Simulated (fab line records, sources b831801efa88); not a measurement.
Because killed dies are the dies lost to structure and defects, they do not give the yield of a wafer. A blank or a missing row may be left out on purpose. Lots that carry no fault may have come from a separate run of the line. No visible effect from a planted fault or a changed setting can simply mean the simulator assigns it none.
Check for tools in common :: flow gf180mcu :: 39 wafers sampled across 13 lots

REASON IT WAS OPENED
Flagged at GF_CONTACT_CD_MEAS_14: reading cd_nm, on 3 of 13 lots. Fault-free wafers read 219.3 nm, with a standard deviation of 1.2.
Rule: a lot is flagged when every wafer of it that has a number lies more than 4 standard deviations from that mean, or none has a number. All remaining lots are regarded as sound.

lot: L424
measured: day 16 20:46
on: cd_sem-02
cd_nm (nm), wafer by wafer: 219.6 221.0 219.5
flag: 

lot: L425
measured: day 17 02:22
on: cd_sem-01
cd_nm (nm), wafer by wafer: 217.0 219.5 218.3
flag: 

lot: L428
measured: day 18 07:41
on: cd_sem-01
cd_nm (nm), wafer by wafer: 218.1 219.0 218.5
flag: 

lot: L429
measured: day 18 17:38
on: cd_sem-01
cd_nm (nm), wafer by wafer: 221.8 221.9 222.4
flag: 

lot: L430
measured: day 19 00:32
on: cd_sem-02
cd_nm (nm), wafer by wafer: 219.3 219.0 219.3
flag: 

lot: L435
measured: day 20 19:33
on: cd_sem-01
cd_nm (nm), wafer by wafer: 220.3 217.4 217.2
flag: 

lot: L437
measured: day 22 04:34
on: cd_sem-02
cd_nm (nm), wafer by wafer: 246.2 247.3 246.3
flag: FLAGGED

lot: L438
measured: day 22 06:17
on: cd_sem-02
cd_nm (nm), wafer by wafer: 219.0 219.0 220.1
flag: 

lot: L439
measured: day 22 21:04
on: cd_sem-01
cd_nm (nm), wafer by wafer: 243.4 242.3 245.3
flag: FLAGGED

lot: L440
measured: day 22 22:51
on: cd_sem-01
cd_nm (nm), wafer by wafer: 241.2 241.3 240.7
flag: FLAGGED

lot: L441
measured: day 23 14:07
on: cd_sem-02
cd_nm (nm), wafer by wafer: 218.8 218.5 219.2
flag: 

lot: L443
measured: day 24 00:34
on: cd_sem-02
cd_nm (nm), wafer by wafer: 218.4 218.4 218.2
flag: 

lot: L445
measured: day 24 14:46
on: cd_sem-02
cd_nm (nm), wafer by wafer: 220.4 218.6 220.2
flag: 
The numbers of the flagged lots are 243.8 nm on average: +24.5 nm against the usual, or +20 standard deviations.

WHICH TOOL EACH LOT WENT THROUGH
2 process steps preceding the reading are held in the record, out of 602 steps in the route. In each cell: the tool, then ch and the chambers that the sampled wafers went through, then the start.
lot: L424
flag: 
GF_CONTACT_CVD_02: pecvd-02 ch 0,1, day 15 22:26
GF_CONTACT_EXPOSE_11: krf_scanner-02 ch 0, day 16 10:21

lot: L425
flag: 
GF_CONTACT_CVD_02: pecvd-02 ch 0,1,2, day 16 03:58
GF_CONTACT_EXPOSE_11: krf_scanner-01 ch 0, day 16 16:23

lot: L428
flag: 
GF_CONTACT_CVD_02: pecvd-03 ch 0,1,2, day 17 08:26
GF_CONTACT_EXPOSE_11: krf_scanner-02 ch 0, day 17 20:11

lot: L429
flag: 
GF_CONTACT_CVD_02: pecvd-02 ch 0,1,2, day 17 17:24
GF_CONTACT_EXPOSE_11: krf_scanner-02 ch 0, day 18 05:18

lot: L430
flag: 
GF_CONTACT_CVD_02: pecvd-04 ch 0,1, day 18 00:16
GF_CONTACT_EXPOSE_11: krf_scanner-01 ch 0, day 18 12:47

lot: L435
flag: 
GF_CONTACT_CVD_02: pecvd-04 ch 0,1,2, day 19 17:50
GF_CONTACT_EXPOSE_11: krf_scanner-02 ch 0, day 20 06:22

lot: L437
flag: FLAGGED
GF_CONTACT_CVD_02: pecvd-02 ch 0,1,2, day 21 05:08
GF_CONTACT_EXPOSE_11: krf_scanner-01 ch 0, day 21 17:41

lot: L438
flag: 
GF_CONTACT_CVD_02: pecvd-02 ch 0,2, day 21 05:29
GF_CONTACT_EXPOSE_11: krf_scanner-02 ch 0, day 21 18:53

lot: L439
flag: FLAGGED
GF_CONTACT_CVD_02: pecvd-03 ch 0,1,2, day 21 21:07
GF_CONTACT_EXPOSE_11: krf_scanner-01 ch 0, day 22 09:25

lot: L440
flag: FLAGGED
GF_CONTACT_CVD_02: pecvd-02 ch 1,2, day 21 22:32
GF_CONTACT_EXPOSE_11: krf_scanner-01 ch 0, day 22 10:46

lot: L441
flag: 
GF_CONTACT_CVD_02: pecvd-02 ch 1,2, day 22 14:34
GF_CONTACT_EXPOSE_11: krf_scanner-02 ch 0, day 23 02:58

lot: L443
flag: 
GF_CONTACT_CVD_02: pecvd-03 ch 0,1,2, day 23 01:55
GF_CONTACT_EXPOSE_11: krf_scanner-02 ch 0, day 23 13:41

lot: L445
flag: 
GF_CONTACT_CVD_02: pecvd-02 ch 0,1,2, day 23 16:14
GF_CONTACT_EXPOSE_11: krf_scanner-02 ch 0, day 24 03:55
What the steps here do:
- GF_CONTACT_CVD_02: deposits SiO2 from TEOS, target thk 860 nm, time 95.992 s.
- GF_CONTACT_EXPOSE_11: exposes mask Contact, target cd 220 nm.
- GF_CONTACT_CD_MEAS_14: target cd 220 nm.

FLAGGED OVER TOTAL, TOOL BY TOOL (the gauges that took the reading come last)
step: GF_CONTACT_CVD_02
tool: pecvd-02
lots run: 8
flagged: 2
share of the flagged lots: some
sound lots run after its first flagged lot: 3 (L438,L441,L445)

step: GF_CONTACT_CVD_02
tool: pecvd-03
lots run: 3
flagged: 1
share of the flagged lots: some
sound lots run after its first flagged lot: 1 (L443)

step: GF_CONTACT_CVD_02
tool: pecvd-04
lots run: 2
flagged: 0
share of the flagged lots: none
sound lots run after its first flagged lot: -

step: GF_CONTACT_EXPOSE_11
tool: krf_scanner-01
lots run: 5
flagged: 3
share of the flagged lots: all
sound lots run after its first flagged lot: 0

step: GF_CONTACT_EXPOSE_11
tool: krf_scanner-02
lots run: 8
flagged: 0
share of the flagged lots: none
sound lots run after its first flagged lot: -

step: GF_CONTACT_CD_MEAS_14
tool: cd_sem-01
lots run: 6
flagged: 2
share of the flagged lots: some
sound lots run after its first flagged lot: 0

step: GF_CONTACT_CD_MEAS_14
tool: cd_sem-02
lots run: 7
flagged: 1
share of the flagged lots: some
sound lots run after its first flagged lot: 4 (L438,L441,L443,L445)

WHAT THE TABLE PERMITS
In the table, 1 row covers all flagged lots: krf_scanner-01 at GF_CONTACT_EXPOSE_11.
- krf_scanner-01 at GF_CONTACT_EXPOSE_11: 3 of its 5 lots flagged. A fault beginning between L430 (day 18 12:47), its last sound lot, and L437 (day 21 17:41), its first flagged one, fits the data. Its own readings (exposure_dose_mJ_cm2) fall more than 4 standard deviations out on all wafers of the flagged lots.
Left over: one tool, krf_scanner-01 at GF_CONTACT_EXPOSE_11.

WHAT HAD BEEN PUT IN BY THE SIMULATOR
Drift in process parameters on krf_scanner-01 at GF_CONTACT_EXPOSE_11, starting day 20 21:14. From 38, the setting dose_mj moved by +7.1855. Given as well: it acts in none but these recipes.
Shown lots that were struck: L437, L439, L440. Same finding as the rule above.
